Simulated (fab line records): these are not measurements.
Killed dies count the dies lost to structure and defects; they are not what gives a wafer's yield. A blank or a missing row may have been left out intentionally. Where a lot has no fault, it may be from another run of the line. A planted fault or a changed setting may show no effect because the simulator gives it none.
fab line records | flow sky130
record: lots: 10 wafers: 30 last-day: 50
route steps=708 shown LI_CONTACT@363 LOCAL_INTERCONNECT@387
lots with no fault: from the same line, run without faults
start-h: the number of hours between the record's first day and the start of the first shown wafer of the lot | wait-h: hours since the lot's step before | " as in the row above | L1.1+2: a row that stands for several wafers | - no value present, or no start provided | * or withheld: withheld | < > ~ a bound
route shown NAME@n: a module of which the file shows steps, and the number in the route of the first | usual: average and standard deviation across the fault-free wafers | same: alike in all rows | chamber/n: place in a boat | sites: readings site by site | _std_site: the standard deviation of these | _edge_site: the outer-site mean with the inner-site mean subtracted | radius-mm: for every site, how far away it sits from the centre of the wafer | mask NAME#n: copy n | behind: tool/chamber where the wafer was last shaped | hold: what put the lot on hold/how long, in hours/how the hold closed | device: whichever transistor did not switch (one of n, p or np) | end of line: tests run on the same wafers once the route is complete | for a step that has no rows: nothing shown but its recipe | killed: count of dies lost to structure and defects at first sort (not the wafer's yield) | map: shows each die of a wafer: x if killed, . if not, _ if none is there
set.NAME: the setting the step ran with; set.NAME@STEP: the setting that earlier step ran with | model.NAME: the simulator's own value behind a step, which no gauge read
one table for each step of the route and one row for each wafer, over a sample of lots
services: a tool's chamber out of use, with start hour (start-h, from the record's first day; less than 0 if before it), hours out, and reason
== steps ==
step: SKY_LI_CONTACT_THK_MEAS_01
recipe: reads: PSG_of_LI_CONTACT_HDPCVD_00
usual: LI_CONTACT_HDPCVD_THK: 925/11
columns lot.wafer tool chamber start-h wait-h LI_CONTACT_HDPCVD_THK[nm]
L105.1 film-metro-04 - 657.20 0.1 928
L105.2 " - " " 925
L105.3 " - " " 909
L106.2 film-metro-03 - 658.78 0.1 909
L106.4 " - " " 911
L106.5 " - " " 900
L108.1 film-metro-03 - 670.39 0.1 939
L108.4 " - " " 933
L108.5 " - " " 934
L109.2 film-metro-04 - 673.37 0.1 936
L109.4 " - " " 929
L109.6 " - " " 935
L116.2 film-metro-02 - 752.28 0.1 911
L116.3 " - " " 947
L116.4 " - " " 924
L120.2 film-metro-03 - 772.98 0.1 916
L120.3 " - " " 918
L120.4 " - " " 916
L124.2 film-metro-04 - 798.17 0.1 912
L124.5 " - " " 925
L124.6 " - " " 928
L126.3 film-metro-03 - 815.27 0.1 920
L126.4 " - " " 936
L126.5 " - " " 940
L127.1 film-metro-04 - 817.33 0.1 935
L127.2 " - " " 955
L127.4 " - " " 932
L128.2 film-metro-03 - 823.14 0.1 908
L128.4 " - " " 906
L128.6 " - " " 912
step: SKY_LI_CONTACT_BOW_MEAS_03
recipe: mode: bow
usual: LI_CONTACT_BOW: 56/6.6
columns lot.wafer tool chamber start-h wait-h LI_CONTACT_BOW[um]
L105.1 film-metro-04 - 657.56 0.2 47
L105.2 " - " " 53
L105.3 " - " " 69
L106.2 film-metro-03 - 659.15 0.2 55
L106.4 " - " " 61
L106.5 " - " " 69
L108.1 film-metro-04 - 670.75 0.1 58
L108.4 " - " " 47
L108.5 " - " " 50
L109.2 film-metro-02 - 673.74 0.2 64
L109.4 " - " " 56
L109.6 " - " " 53
L116.2 film-metro-04 - 752.65 0.3 49
L116.3 " - " " 48
L116.4 " - " " 53
L120.2 film-metro-03 - 773.35 0.2 60
L120.3 " - " " 55
L120.4 " - " " 51
L124.2 film-metro-04 - 798.54 0.3 62
L124.5 " - " " 42
L124.6 " - " " 60
L126.3 film-metro-02 - 815.65 0.2 55
L126.4 " - " " 60
L126.5 " - " " 62
L127.1 film-metro-02 - 817.69 0.2 54
L127.2 " - " " 56
L127.4 " - " " 51
L128.2 film-metro-03 - 823.51 0.3 55
L128.4 " - " " 56
L128.6 " - " " 49
step: SKY_LOCAL_INTERCONNECT_SPUTTER_00
recipe: material: TiN target-thk-nm: 100 temp-c: 300 power-w: 6500 time-s: 83.3 chamber-pressure-pa: 0.4
usual: throttle-valve-pct: 29.9/0.9
columns lot.wafer tool chamber start-h wait-h throttle-valve-pct
L105.1 pvd-sputter-03 - 686.98 0.1 29.6
L105.2 " - " " 30.7
L105.3 " - " " 29.1
L106.2 pvd-sputter-03 - 688.72 0.1 28.0
L106.4 " - " " 29.0
L106.5 " - " " 28.2
L108.1 pvd-sputter-03 - 699.21 0.1 29.8
L108.4 " - " " 29.5
L108.5 " - " " 31.0
L109.2 pvd-sputter-04 - 702.81 0.2 31.6
L109.4 " - " " 29.5
L109.6 " - " " 29.5
L116.2 pvd-sputter-03 - 781.36 0.1 29.1
L116.3 " - " " 28.1
L116.4 " - " " 29.3
L120.2 pvd-sputter-04 - 800.98 0.2 29.6
L120.3 " - " " 29.4
L120.4 " - " " 31.5
L124.2 pvd-sputter-04 - 825.99 0.2 29.8
L124.5 " - " " 30.0
L124.6 " - " " 31.6
L126.3 pvd-sputter-01 - 841.84 0.2 30.4
L126.4 " - " " 31.2
L126.5 " - " " 30.1
L127.1 pvd-sputter-01 - 843.99 0.1 29.8
L127.2 " - " " 30.3
L127.4 " - " " 30.4
L128.2 pvd-sputter-01 - 851.19 0.2 29.8
L128.4 " - " " 30.5
L128.6 " - " " 30.3
step: SKY_LOCAL_INTERCONNECT_RS_MEAS_01
recipe: thk-meas-gauge: four-point-probe reads: TiN_of_LOCAL_INTERCONNECT_SPUTTER_00
usual: LOCAL_INTERCONNECT_TIN_RS: 14.05/0.13
columns lot.wafer tool chamber start-h wait-h LOCAL_INTERCONNECT_TIN_RS[ohm/sq]
L105.1 film-metro-01 - 687.05 0.0 13.99
L105.2 " - " " 13.99
L105.3 " - " " 13.98
L106.2 film-metro-02 - 688.81 0.1 14.09
L106.4 " - " " 14.00
L106.5 " - " " 14.04
L108.1 film-metro-04 - 699.27 0.0 14.14
L108.4 " - " " 14.14
L108.5 " - " " 14.23
L109.2 film-metro-01 - 702.89 0.1 13.95
L109.4 " - " " 14.08
L109.6 " - " " 14.03
L116.2 film-metro-04 - 781.44 0.1 14.12
L116.3 " - " " 13.19
L116.4 " - " " 14.17
L120.2 film-metro-02 - 801.06 0.1 14.18
L120.3 " - " " 14.16
L120.4 " - " " 13.92
L124.2 film-metro-01 - 826.07 0.1 14.06
L124.5 " - " " 13.98
L124.6 " - " " 13.95
L126.3 film-metro-01 - 841.94 0.1 13.95
L126.4 " - " " 14.14
L126.5 " - " " 13.95
L127.1 film-metro-02 - 844.05 0.0 14.34
L127.2 " - " " 14.28
L127.4 " - " " 14.21
L128.2 film-metro-01 - 851.27 0.1 14.08
L128.4 " - " " 14.14
L128.6 " - " " 14.07
step: SKY_LOCAL_INTERCONNECT_THK_MEAS_02
recipe: thk-meas-gauge: xrf reads: TiN_of_LOCAL_INTERCONNECT_SPUTTER_00
usual: LOCAL_INTERCONNECT_TIN_THK: 98.7/1.2
columns lot.wafer tool chamber start-h wait-h LOCAL_INTERCONNECT_TIN_THK[nm]
L105.1 film-metro-01 - 687.17 0.1 98.7
L105.2 " - " " 99.3
L105.3 " - " " 98.8
L106.2 film-metro-02 - 688.92 0.1 97.5
L106.4 " - " " 97.6
L106.5 " - " " 97.6
L108.1 film-metro-04 - 699.39 0.1 98.4
L108.4 " - " " 98.1
L108.5 " - " " 97.8
L109.2 film-metro-01 - 703.00 0.1 99.8
L109.4 " - " " 99.0
L109.6 " - " " 99.6
L116.2 film-metro-04 - 781.55 0.1 98.4
L116.3 " - " " 104.8
L116.4 " - " " 97.7
L120.2 film-metro-02 - 801.17 0.1 97.2
L120.3 " - " " 97.9
L120.4 " - " " 98.9
L124.2 film-metro-01 - 826.18 0.1 98.7
L124.5 " - " " 99.1
L124.6 " - " " 99.6
L126.3 film-metro-01 - 842.04 0.1 99.9
L126.4 " - " " 98.4
L126.5 " - " " 99.9
L127.1 film-metro-02 - 844.17 0.1 95.7
L127.2 " - " " 95.8
L127.4 " - " " 96.6
L128.2 film-metro-01 - 851.38 0.1 99.3
L128.4 " - " " 98.5
L128.6 " - " " 98.9
step: SKY_LOCAL_INTERCONNECT_METAL_ETCH_14
recipe: target-depth-nm: 110 stop-on: PSG chemistry: Cl2/BCl3 target: TiN resist-sidewall-deg: 88 pressure-mtorr: 10 icp-w: 900 bias-w: 48.5 Cl2_flow_sccm: 60 bcl3-flow-sccm: 30 time-s: 31.4
usual: bcl3-flow-sccm: 29.99/0.086 bias-w: 48.48/0.15 drypump-motor-current-A: 5.8/0.65 oes-product-au: 0.945/0.006 throttle-valve-pct: 21.898/0.0086
columns lot.wafer tool chamber start-h wait-h bcl3-flow-sccm bias-w drypump-motor-current-A oes-product-au rf-hours-counter-h throttle-valve-pct
L105.1 rie-metal-04 1 715.11 0.0 29.91 48.67 6.7 0.953 1 21.897
L105.2 " 0 " " 29.98 48.62 6.1 0.945 11 21.884
L105.3 " 0 " " 30.14 48.35 6.1 0.949 - 21.903
L106.2 rie-metal-04 1 716.73 0.0 29.90 48.39 6.7 0.939 1 21.892
L106.4 " 0 " " 29.91 48.63 6.1 0.948 - 21.899
L106.5 " 0 " " 29.98 48.61 6.1 0.945 - 21.898
L108.1 rie-metal-01 0 726.41 0.0 30.05 48.56 4.9 0.940 4 21.895
L108.4 " 1 " " 29.96 48.29 5.8 0.946 - 21.897
L108.5 " 1 " " 30.03 48.36 5.7 0.950 - 21.903
L109.2 rie-metal-01 0 730.35 0.0 29.97 48.66 4.9 0.946 4 21.893
L109.4 " 1 " " 30.00 48.46 5.8 0.946 - 21.905
L109.6 " 0 " " 30.04 48.47 4.9 0.945 - 21.897
L116.2 rie-metal-04 1 808.71 0.0 29.88 48.48 6.8 0.938 4 21.892
L116.3 " 1 " " 29.93 48.56 6.8 0.984 - 21.871
L116.4 " 0 " " 29.90 48.67 6.1 0.945 - 21.890
L120.2 rie-metal-04 1 827.97 0.0 29.90 48.73 6.8 0.942 5 21.906
L120.3 " 0 " " 30.10 48.69 6.1 0.944 - 21.909
L120.4 " 1 " " 29.90 48.83 6.7 0.948 - 21.891
L124.2 rie-metal-04 0 852.48 0.0 30.10 48.51 6.1 0.952 16 21.910
L124.5 " 0 " " 29.94 48.50 6.1 0.949 - 21.900
L124.6 " 1 " " 29.96 48.48 6.7 0.946 - 21.887
L126.3 rie-metal-01 1 868.77 0.0 30.20 48.74 5.8 0.944 - 21.891
L126.4 " 0 " " 30.02 48.41 4.8 0.941 - 21.906
L126.5 " 0 " " 30.19 48.40 4.9 0.952 - 21.902
L127.1 rie-metal-01 0 870.86 0.0 30.08 48.52 4.9 0.931 9 21.916
L127.2 " 1 " " 29.99 48.50 5.7 0.936 8 21.900
L127.4 " 0 " " 30.03 48.57 4.9 0.938 - 21.897
L128.2 rie-metal-04 0 878.58 0.0 30.10 48.04 6.1 0.944 0 21.891
L128.4 " 0 " " 30.04 48.29 6.1 0.936 - 21.896
L128.6 " 0 " " 30.02 48.27 6.1 0.944 - 21.916
step: SKY_LOCAL_INTERCONNECT_STRIP_15
recipe: chemistry: O2/N2 power-w: 1400 pressure-mtorr: 1500 platen-temp-c: withheld o2-flow-sccm: 3000 n2-flow-sccm: 300 overash-fraction: 0.5
usual: drypump-motor-current-A: 5.69/0.24 n2-flow-sccm: 300.0/0.78 oes-product-au: 0.427/0.0047 strip-time-to-endpoint-s: 4.725/0.021
same: overash-fraction: 0.5
columns lot.wafer tool chamber start-h wait-h drypump-motor-current-A n2-flow-sccm oes-product-au rf-hours-counter-h strip-time-to-endpoint-s
L105.1 plasma-asher-01 0 715.16 0.0 5.33 299.2 0.422 29 4.759
L105.2 " 1 " " 5.81 300.6 0.434 29 4.766
L105.3 " 0 " " 5.32 300.1 0.424 - 4.773
L106.2 plasma-asher-01 0 716.78 0.0 5.32 299.9 0.430 29 4.720
L106.4 " 0 " " 5.35 299.2 0.429 - 4.733
L106.5 " 1 " " 5.82 300.5 0.433 - 4.740
L108.1 plasma-asher-02 0 726.46 0.0 6.06 298.7 0.425 101 4.743
L108.4 " 0 " " 6.06 300.2 0.425 - 4.758
L108.5 " 1 " " 5.34 297.9 0.434 - 4.739
L109.2 plasma-asher-02 1 730.40 0.0 5.35 300.6 0.425 101 4.662
L109.4 " 1 " " 5.35 301.4 0.422 - 4.683
L109.6 " 1 " " 5.35 300.3 0.424 - 4.670
L116.2 plasma-asher-01 1 808.76 0.0 5.83 299.6 0.428 37 4.712
L116.3 " 0 " " 5.34 301.1 0.421 - 4.713
L116.4 " 1 " " 5.81 300.9 0.419 - 4.732
L120.2 plasma-asher-04 1 828.02 0.0 5.88 300.0 0.431 72 4.740
L120.3 " 1 " " 5.87 300.3 0.434 - 4.753
L120.4 " 0 " " 5.69 301.5 0.431 - 4.728
L124.2 plasma-asher-01 0 852.54 0.0 5.35 300.2 0.423 41 4.698
L124.5 " 0 " " 5.34 301.6 0.427 - 4.710
L124.6 " 1 " " 5.83 300.8 0.425 - 4.729
L126.3 plasma-asher-01 0 868.84 0.1 5.34 299.6 0.428 - 4.705
L126.4 " 1 " " 5.82 299.0 0.427 - 4.726
L126.5 " 1 " " 5.81 299.3 0.438 - 4.719
L127.1 plasma-asher-04 0 870.91 0.0 5.70 300.1 0.435 77 4.700
L127.2 " 1 " " 5.88 300.7 0.431 77 4.712
L127.4 " 1 " " 5.87 298.9 0.429 - 4.727
L128.2 plasma-asher-04 0 878.64 0.0 5.68 300.5 0.426 77 4.746
L128.4 " 1 " " 5.86 299.6 0.422 - 4.756
L128.6 " 1 " " 5.87 300.5 0.431 - 4.744
== services ==
columns tool chamber start-h hours kind
plasma-asher-02 - 684.16 7.0 repair
pvd-sputter-04 - 689.48 12.6 repair
plasma-asher-02 - 698.03 1.7 repair
pvd-sputter-03 - 717.82 3.6 repair
plasma-asher-01 - 719.50 1.9 repair
plasma-asher-02 - 733.75 9.0 pm
plasma-asher-02 0 733.75 9.0 vent-cycle
plasma-asher-02 1 733.75 9.0 vent-cycle
plasma-asher-01 - 742.75 2.8 pm
plasma-asher-02 0 742.75 - clean
plasma-asher-02 1 742.75 - clean
plasma-asher-01 - 746.89 2.0 repair
plasma-asher-01 - 762.29 11.0 pm
rie-metal-04 - 776.47 4.3 pm
rie-metal-04 1 791.74 1.5 repair
pvd-sputter-01 - 818.33 4.8 repair
rie-metal-01 - 852.71 0.6 repair
rie-metal-04 0 859.61 - clean
rie-metal-04 0 859.61 17.3 scheduled-down
rie-metal-04 0 859.61 17.3 vent-cycle
== key ==
first-sign: step: SKY_LOCAL_INTERCONNECT_RS_MEAS_01 reading: LOCAL_INTERCONNECT_TIN_RS direction: down sigmas: 6.5 usual: 14.05 struck: 13.19
effect: step: SKY_LOCAL_INTERCONNECT_THK_MEAS_02 reading: LOCAL_INTERCONNECT_TIN_THK direction: up sigmas: 4.9 usual: 98.7 struck: 104.8
effect: step: SKY_LOCAL_INTERCONNECT_METAL_ETCH_14 reading: oes-product-au direction: up sigmas: 6.6 usual: 0.945 struck: 0.984
met-at SKY_LOCAL_INTERCONNECT_SPUTTER_00
struck-lots L116
struck-wafers L116.3
tester-left-out L116
not-acting-at SKY_LI_CONTACT_THK_MEAS_01,SKY_LI_CONTACT_BOW_MEAS_03,SKY_LOCAL_INTERCONNECT_STRIP_15
onset-between 699.21 781.36
fault: kind: process-parameter-drift tool: pvd-sputter-03 chamber: - onset-h: 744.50 steps: SKY_LOCAL_INTERCONNECT_SPUTTER_00 channel: time-s offset: * shape: step end-h: 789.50 scope: struck-wafers-only acts-in: * stated: *
tester-left-out: of these lots the tester's yield and bins aren't shown, on N5 and GAA mostly nor the transistor test; their killed dies are dies lost to structure and defects alone, not to doping, threshold or leakage, so they don't give the yield
